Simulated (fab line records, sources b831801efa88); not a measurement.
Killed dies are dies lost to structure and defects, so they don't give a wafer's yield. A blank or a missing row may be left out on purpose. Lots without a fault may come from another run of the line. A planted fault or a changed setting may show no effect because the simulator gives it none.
Which tool did it? | flow sky130 | 15 lots, 45 wafers sampled, at 6 steps of a route of 708

WHAT THE GAUGES READ, wafer by wafer
SKY_VIA1_CD_MEAS_12: target cd 150 nm.
lot  | measured     | on        | cd_nm (nm)
L244 | day 33 22:22 | cd_sem-02 | 152.4 151.8 150.0
L245 | day 34 08:40 | cd_sem-01 | 151.1 152.0 151.6
L246 | day 34 16:07 | cd_sem-02 | 150.7 150.0 148.8
L247 | day 35 05:05 | cd_sem-01 | 147.7 148.6 150.0
L248 | day 35 11:50 | cd_sem-01 | 146.8 147.5 147.7
L250 | day 35 22:29 | cd_sem-01 | 148.9 147.8 149.4
L249 | day 36 06:01 | cd_sem-02 | 147.1 148.5 149.5
L256 | day 38 08:19 | cd_sem-01 | 152.9 151.7 150.9
L259 | day 38 20:35 | cd_sem-02 | 150.4 151.8 152.4
L261 | day 39 12:28 | cd_sem-01 | 155.0 153.6 154.1
L260 | day 39 13:19 | cd_sem-01 | 149.5 150.0 150.1
L262 | day 39 17:11 | cd_sem-02 | 146.9 148.7 147.3
L264 | day 40 05:52 | cd_sem-01 | 153.3 152.0 151.3
L265 | day 40 08:13 | cd_sem-01 | 150.5 150.1 151.3
L266 | day 40 20:34 | cd_sem-01 | 147.0 147.7 149.7

SKY_VIA1_RS_MEAS_22: measures by four-point-probe.
lot  | measured     | on            | VIA1_W_RS (ohm/sq)
L244 | day 33 23:22 | film_metro-02 | 0.422 0.423 0.423
L245 | day 34 09:39 | film_metro-03 | 0.428 0.424 0.430
L246 | day 34 17:06 | film_metro-03 | 0.430 0.435 0.431
L247 | day 35 06:07 | film_metro-04 | 0.464 0.462 0.461
L248 | day 35 12:50 | film_metro-02 | 0.465 0.462 0.468
L250 | day 35 23:29 | film_metro-02 | 0.473 0.470 0.469
L249 | day 36 07:01 | film_metro-02 | 0.414 0.431 0.423
L256 | day 38 09:18 | film_metro-03 | 0.428 0.428 0.434
L259 | day 38 21:34 | film_metro-02 | 0.418 0.414 0.427
L261 | day 39 13:28 | film_metro-04 | 0.433 0.433 0.440
L260 | day 39 14:19 | film_metro-04 | 0.421 0.427 0.422
L262 | day 39 18:11 | film_metro-02 | 0.419 0.428 0.432
L264 | day 40 07:12 | film_metro-02 | 0.425 0.429 0.430
L265 | day 40 09:14 | film_metro-04 | 0.435 0.436 0.430
L266 | day 40 21:35 | film_metro-02 | 0.425 0.444 0.442

SKY_VIA1_THK_MEAS_23: measures by xrf.
lot  | measured     | on            | VIA1_W_THK (nm)
L244 | day 33 23:28 | film_metro-02 | 270 268 268
L245 | day 34 09:45 | film_metro-03 | 269 271 268
L246 | day 34 17:13 | film_metro-03 | 268 264 267
L247 | day 35 06:14 | film_metro-04 | 246 250 250
L248 | day 35 12:56 | film_metro-02 | 246 247 245
L250 | day 35 23:35 | film_metro-02 | 242 243 242
L249 | day 36 07:08 | film_metro-02 | 275 266 272
L256 | day 38 09:25 | film_metro-03 | 267 269 264
L259 | day 38 21:40 | film_metro-02 | 273 276 267
L261 | day 39 13:35 | film_metro-04 | 264 265 263
L260 | day 39 14:25 | film_metro-04 | 273 268 272
L262 | day 39 18:17 | film_metro-02 | 269 265 261
L264 | day 40 07:19 | film_metro-02 | 268 266 265
L265 | day 40 09:20 | film_metro-04 | 263 264 267
L266 | day 40 21:43 | film_metro-02 | 270 257 259

WHICH TOOL RAN EACH LOT (tool, then ch and the chambers of the sampled wafers, then the start)
lot  | SKY_METAL1_ETCH_18                | SKY_METAL1_METAL_ETCH_19          | SKY_VIA1_CVD_21
L244 | rie_metal-01 ch 0, day 32 18:47   | rie_metal-01 ch 0, day 32 18:50   | cvd_w-01 ch 1, day 33 23:15
L245 | rie_metal-04 ch 0,1, day 33 04:35 | rie_metal-04 ch 0,1, day 33 04:39 | cvd_w-02 ch 0,1, day 34 09:33
L246 | rie_metal-01 ch 0,1, day 33 12:15 | rie_metal-01 ch 0,1, day 33 12:19 | cvd_w-02 ch 0,1, day 34 16:59
L247 | rie_metal-04 ch 1, day 34 01:09   | rie_metal-04 ch 1, day 34 01:13   | cvd_w-02 ch 0,1, day 35 06:00
L248 | rie_metal-04 ch 0,1, day 34 07:05 | rie_metal-04 ch 0,1, day 34 07:09 | cvd_w-02 ch 0,1, day 35 12:44
L250 | rie_metal-01 ch 0,1, day 34 19:13 | rie_metal-01 ch 0,1, day 34 19:17 | cvd_w-02 ch 1, day 35 23:22
L249 | rie_metal-04 ch 0,1, day 35 02:48 | rie_metal-04 ch 0,1, day 35 02:52 | cvd_w-01 ch 0,1, day 36 06:55
L256 | rie_metal-04 ch 0,1, day 37 05:09 | rie_metal-04 ch 0,1, day 37 05:13 | cvd_w-02 ch 0,1, day 38 09:12
L259 | rie_metal-01 ch 0,1, day 37 18:06 | rie_metal-01 ch 0,1, day 37 18:10 | cvd_w-01 ch 0,1, day 38 21:28
L261 | rie_metal-02 ch 0,1, day 38 10:24 | rie_metal-02 ch 0,1, day 38 10:28 | cvd_w-02 ch 0,1, day 39 13:23
L260 | rie_metal-01 ch 0, day 38 11:29   | rie_metal-01 ch 0, day 38 11:32   | cvd_w-01 ch 0,1, day 39 14:12
L262 | rie_metal-04 ch 0,1, day 38 15:30 | rie_metal-04 ch 0,1, day 38 15:34 | cvd_w-02 ch 0,1, day 39 18:04
L264 | rie_metal-04 ch 0,1, day 39 03:40 | rie_metal-04 ch 0,1, day 39 03:44 | cvd_w-02 ch 0,1, day 40 07:07
L265 | rie_metal-02 ch 0,1, day 39 06:44 | rie_metal-02 ch 0,1, day 39 06:47 | cvd_w-02 ch 0,1, day 40 09:07
L266 | rie_metal-02 ch 0,1, day 39 19:19 | rie_metal-02 ch 0,1, day 39 19:23 | cvd_w-02 ch 0,1, day 40 21:30
- SKY_METAL1_ETCH_18: etches BARC in N2/H2, stops on SiO2, time 45.9 s, target depth 60 nm.
- SKY_METAL1_METAL_ETCH_19: etches the open film in Cl2/BCl3, stops on SiO2, target depth 360 nm, time 78 s.
- SKY_VIA1_CVD_21: deposits W, target thk 270 nm, time 80.902 s.

WHAT THE TOOLS THEMSELVES READ (means of the sampled wafers that have a number; where no wafer has one, the mark that the record gives instead)
SKY_METAL1_ETCH_18.
lot  | tool         | bias_w (W) | drypump_motor_current_A (A) | oes_product_au (a.u.) | throttle_valve_pct (%)
L244 | rie_metal-01 | 99.5       | 5.60                        | 0.858                 | 13.223
L245 | rie_metal-04 | 99.9       | 6.23                        | 0.855                 | 13.223
L246 | rie_metal-01 | 100.0      | 6.04                        | 0.855                 | 13.225
L247 | rie_metal-04 | 100.0      | 6.47                        | 0.852                 | 13.229
L248 | rie_metal-04 | 100.1      | 6.24                        | 0.855                 | 13.217
L250 | rie_metal-01 | 99.8       | 5.83                        | 0.855                 | 13.232
L249 | rie_metal-04 | 99.8       | 6.37                        | 0.853                 | 13.228
L256 | rie_metal-04 | 100.1      | 6.38                        | 0.854                 | 13.214
L259 | rie_metal-01 | 99.9       | 6.06                        | 0.849                 | 13.218
L261 | rie_metal-02 | 100.2      | 6.13                        | 0.853                 | 13.222
L260 | rie_metal-01 | 99.8       | 5.60                        | 0.854                 | 13.231
L262 | rie_metal-04 | 100.0      | 6.35                        | 0.855                 | 13.225
L264 | rie_metal-04 | 100.0      | 6.25                        | 0.855                 | 13.232
L265 | rie_metal-02 | 100.4      | 6.17                        | 0.855                 | 13.232
L266 | rie_metal-02 | 100.0      | 6.11                        | 0.855                 | 13.227

SKY_METAL1_METAL_ETCH_19.
lot  | tool         | bias_w (W) | drypump_motor_current_A (A) | oes_product_au (a.u.) | throttle_valve_pct (%)
L244 | rie_metal-01 | 48.60      | 5.59                        | 0.865                 | 22.268
L245 | rie_metal-04 | 48.41      | 6.24                        | 0.856                 | 22.267
L246 | rie_metal-01 | 48.49      | 6.04                        | 0.853                 | 22.267
L247 | rie_metal-04 | 48.57      | 6.51                        | 0.850                 | 22.266
L248 | rie_metal-04 | 48.44      | 6.25                        | 0.854                 | 22.257
L250 | rie_metal-01 | 48.54      | 5.83                        | 0.850                 | 22.260
L249 | rie_metal-04 | 48.40      | 6.37                        | 0.854                 | 22.275
L256 | rie_metal-04 | 48.37      | 6.37                        | 0.852                 | 22.265
L259 | rie_metal-01 | 48.52      | 6.05                        | 0.853                 | 22.260
L261 | rie_metal-02 | 48.54      | 6.12                        | 0.862                 | 22.250
L260 | rie_metal-01 | 48.45      | 5.62                        | 0.847                 | 22.272
L262 | rie_metal-04 | 48.45      | 6.36                        | 0.852                 | 22.268
L264 | rie_metal-04 | 48.47      | 6.24                        | 0.862                 | 22.261
L265 | rie_metal-02 | 48.43      | 6.15                        | 0.851                 | 22.272
L266 | rie_metal-02 | 48.58      | 6.09                        | 0.851                 | 22.265

SKY_VIA1_CVD_21.
lot  | tool     | heater_power_w (W)
L244 | cvd_w-01 | 827
L245 | cvd_w-02 | 908
L246 | cvd_w-02 | 904
L247 | cvd_w-02 | 844
L248 | cvd_w-02 | 915
L250 | cvd_w-02 | 950
L249 | cvd_w-01 | 823
L256 | cvd_w-02 | 902
L259 | cvd_w-01 | 845
L261 | cvd_w-02 | 846
L260 | cvd_w-01 | 850
L262 | cvd_w-02 | 795
L264 | cvd_w-02 | 836
L265 | cvd_w-02 | 837
L266 | cvd_w-02 | 846

THE ANSWER, worked out from the rows above alone
Rule: what is usual is taken from the lots themselves. Put in order of their means at a reading, lots are off if they are a third of the lots or fewer, leave a main group of 4 or more, and stand apart from it by a gap of 3 or more times the standard deviation of the main group's means; of several such gaps the widest counts. A main group whose means are all the same, to the digits that the tables above print for the reading, isn't used. A lot without any number at a reading at which 4 lots or more have one is off too. The other lots that the step has rows for count as sound. The gauges are gone through in route order, then the tools' own readings, and for those a lot's mean is taken as printed above. The first step at which some lot is off is used, and at that step the reading that is off furthest; a lot without a number counts as furthest.
Off: L247, L248, L250, at SKY_VIA1_RS_MEAS_22 (VIA1_W_RS). The main group: mean 0.428 ohm/sq, standard deviation 0.0053.
A tool fits if, at a process step before that reading, it ran every lot that is off, and no sound lot after the first of them. The gauges at SKY_VIA1_RS_MEAS_22 are tried like those tools. None of those tried fits.

WHAT THE SIMULATOR HAD PUT IN
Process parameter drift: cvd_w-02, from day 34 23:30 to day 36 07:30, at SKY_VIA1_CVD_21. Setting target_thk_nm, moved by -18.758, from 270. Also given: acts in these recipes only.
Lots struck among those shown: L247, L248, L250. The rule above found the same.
